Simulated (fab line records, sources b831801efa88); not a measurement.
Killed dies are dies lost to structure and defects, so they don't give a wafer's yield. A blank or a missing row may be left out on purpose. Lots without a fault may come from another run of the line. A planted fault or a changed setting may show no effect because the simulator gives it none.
Chamber matching | flow gf180mcu | GF_V1_CMP_04 on cmp-01: 4 sister chambers
The step polishes SiO2. 8 wafers are shown with their chamber, then 8 later ones without.

WAFERS WITH THEIR CHAMBER
wafer  | chamber | motor_current_A (A) | time_to_endpoint_s (s)
L543.5 | 2       | 10.8                | 79
L549.1 | 1       | 10.7                | 82
L549.2 | 3       | 9.9                 | 78
L549.6 | 0       | 12.2                | 81
L556.3 | 2       | 11.0                | 80
L556.5 | 0       | 13.0                | 90
L556.6 | 3       | 10.2                | 89
L558.4 | 1       | 10.7                | 84

WAFERS WITHOUT THEIR CHAMBER
wafer  | motor_current_A (A) | time_to_endpoint_s (s)
L558.5 | 10.3                | 83
L558.6 | 12.3                | 83
L560.1 | 11.3                | 70
L560.3 | 12.0                | 71
L560.4 | 10.5                | 80
L561.1 | 10.9                | 83
L561.3 | 9.8                 | 78
L561.4 | 11.2                | 81

WHICH CHAMBER EACH WENT THROUGH
wafer  | from the rows above          | in truth
L558.5 | can't be placed: 3 or 1 or 2 | 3
L558.6 | 0                            | 0
L560.1 | can't be placed: 2 or 1      | 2
L560.3 | can't be placed: 0 or 2 or 1 | 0
L560.4 | can't be placed: 1 or 2 or 3 | 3
L561.1 | can't be placed: 1 or 2      | 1
L561.3 | can't be placed: 3 or 1      | 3
L561.4 | can't be placed: 2 or 1      | 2
Placed correctly: 1 of 8. Can't be placed from these rows: 7 (the true chamber is among the candidates in 7). Placed wrongly: 0.
How it was worked out, from the rows above alone: a wafer's distance from a chamber is the root of the sum, over the readings, of the square of ((its reading less the chamber's mean) divided by the reading's scatter). The wafer belongs to the nearest chamber; if the next one is less than 2 further off, it can't be placed. A chamber's mean is the mean of its shown wafers. The scatter: the root of (the sum of the squares of (reading less its chamber's mean) over the shown wafers, divided by (wafers less chambers)).
